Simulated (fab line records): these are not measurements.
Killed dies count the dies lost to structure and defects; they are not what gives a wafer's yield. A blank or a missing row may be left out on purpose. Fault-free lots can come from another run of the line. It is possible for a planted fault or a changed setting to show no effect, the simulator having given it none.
Struck lot and sound lot, side by side    flow sky130    24 out of 708 route steps
Sound: wafers L904.2, L904.3, L904.5. Struck: wafer L918.6. (L918.2, L918.4 of the same lot were not struck and are left out.) The cause comes at the end.
Per side, at each step with rows, come the tool, then ch with its chambers, and then its first start. Under that, the readings that differ: sound wafers    struck wafers    difference of the means    sigmas: that difference in standard deviations of wafers without a fault.
alike: same words and numbers on both sides, and readings whose means sit less than 2 such deviations apart. not compared: any withheld reading, any reading some wafer has no value for, any bound like >300 that may hide the same value, and any number with overlapping values for which the record gives no deviation.
The two part at a step that has a row with sigmas, a row that says differs or no value, or rows on one side only. Non-overlapping numbers with no deviation appear without sigmas and do not part them. Lack of a reading on every wafer of one side parts them only where that side has two or more wafers.

SKY_METAL3_METAL_ETCH_18: etches the open film in Cl2/BCl3, stops on SiO2, target depth 845 nm, time 183.1 s.
  sound on rie metal-04 ch 0,1, day 37 05:55; struck on rie metal-01 ch 1, day 44 04:07
  alike: drypump motor current A, oes product au, throttle valve pct
  not compared: rf hours counter h
SKY_METAL3_STRIP_19: strips in O2/N2.
  sound on plasma asher-03 ch 0,1, day 37 06:05; struck on plasma asher-02 ch 1, day 44 04:17
  alike: drypump motor current A, n2 flow sccm, oes product au, strip time to endpoint s
  not compared: rf hours counter h
then, 4 steps without rows for these wafers: SKY_METAL3_STRIP_20 (strips in post etch residue remover, time 1200 s); SKY_METAL3_CLEAN_21 (cleans in IPA, time 180 s); SKY_METAL3_CLEAN_22 (cleans in O3/DIW); SKY_VIA3_HDPCVD_00 (deposits SiO2, target thk 1635 nm, time 272.5 s).
SKY_VIA3_THK_MEAS_01:
  sound: film metro-04 at day 37 06:56; struck: film metro-04 at day 44 05:05
  alike: VIA3_HDPCVD_THK
SKY_VIA3_CMP_02: polishes SiO2.
  sound on cmp-02 ch 0,1,2, day 37 07:05; struck on cmp-01 ch 1, day 44 05:11
  alike: motor current A
SKY_VIA3_BOW_MEAS_03:
  sound: film metro-03 at day 37 07:19; struck: film metro-03 at day 44 05:27
  alike: VIA3_BOW
then, 3 steps without rows for these wafers: SKY_VIA3_DEHYDRATE_04 (time 60 s); SKY_VIA3_HMDS_05 (prime time 60 s); SKY_VIA3_COAT_06 (resist thk 60 nm).
SKY_VIA3_COAT_07: resist thk 450 nm.
  sound on litho track-02 ch 0, day 37 20:00; struck on litho track-01 ch 0, day 44 15:00
reading                                      sound              struck  difference  sigmas
model.KrF-thick_of_VIA3_COAT_07.thk nm (nm)  450.6 451.1 451.2  501.1   +50.1       
  alike: spin speed rpm
then, 4 steps without rows for these wafers: SKY_VIA3_SOFTBAKE_08 (time 90 s); SKY_VIA3_EXPOSE_09 (exposes mask VIM3, target cd 200 nm); SKY_VIA3_PEB_10; SKY_VIA3_DEVELOP_11 (develop time 60 s).
SKY_VIA3_CD_MEAS_12 targets a cd of 200 nm.
  sound: cd sem-01 at day 38 08:11; struck: cd sem-02 at day 45 03:01
  alike: cd nm
SKY_VIA3_OVL_MEAS_13:
  sound: overlay-01 at day 38 08:17; struck: overlay-01 at day 45 03:08
  alike: VIA3_OVL
SKY_VIA3_ETCH_14: etches BARC in N2/H2, stops on SiO2, time 45.9 s, target depth 60 nm.
  sound on rie diel-04 ch 0,1, day 38 08:19; struck on rie diel-01 ch 0, day 45 03:10
reading                 sound                 struck  difference  sigmas
throttle valve pct (%)  13.215 13.212 13.221  13.237  +0.021      +2
  alike: drypump motor current A, n2 flow sccm, oes product au
  not compared: rf hours counter h
SKY_VIA3_ETCH_15: etches SiO2 in C4F8/O2/Ar, stops on TiN, target depth 507 nm, time 78 s.
  sound on rie diel-04 ch 0,1, day 38 08:22; struck on rie diel-01 ch 0, day 45 03:12
reading                                      sound              struck  difference  sigmas
model.KrF-thick_of_VIA3_COAT_07.thk nm (nm)  290.3 291.6 291.6  341.2   +50.0       
  alike: oes product au
  not compared: rf hours counter h
SKY_VIA3_STRIP_16: strips in O2/N2.
  sound on plasma asher-02 ch 0,1, day 38 08:25; struck on plasma asher-01 ch 0, day 45 03:16
reading                       sound              struck  difference  sigmas
oes product au (a.u.)         0.398 0.399 0.401  0.429   +0.030      +7
strip time to endpoint s (s)  4.122 4.129 4.130  4.644   +0.517      +30
  alike: drypump motor current A, n2 flow sccm
  not compared: rf hours counter h
then, 1 step without rows for these wafers: SKY_VIA3_STRIP_17 (strips in post etch residue remover, time 1200 s).
-- the record jumps here: 5 days lie between the struck wafers' starts before and after (it left off in module VIA3 and takes up again in module PAD_OPEN, whose first step shown is number 708 of the route) --
SKY_PAD_OPEN_PROBE_99:
  record: rows for the struck wafers here (prober-01, day 50 07:31), none for the sound ones

== WHERE THEY PART ==
First at SKY_VIA3_ETCH_14; last, within this record, at SKY_PAD_OPEN_PROBE_99.

WHY: the cause the simulator had injected
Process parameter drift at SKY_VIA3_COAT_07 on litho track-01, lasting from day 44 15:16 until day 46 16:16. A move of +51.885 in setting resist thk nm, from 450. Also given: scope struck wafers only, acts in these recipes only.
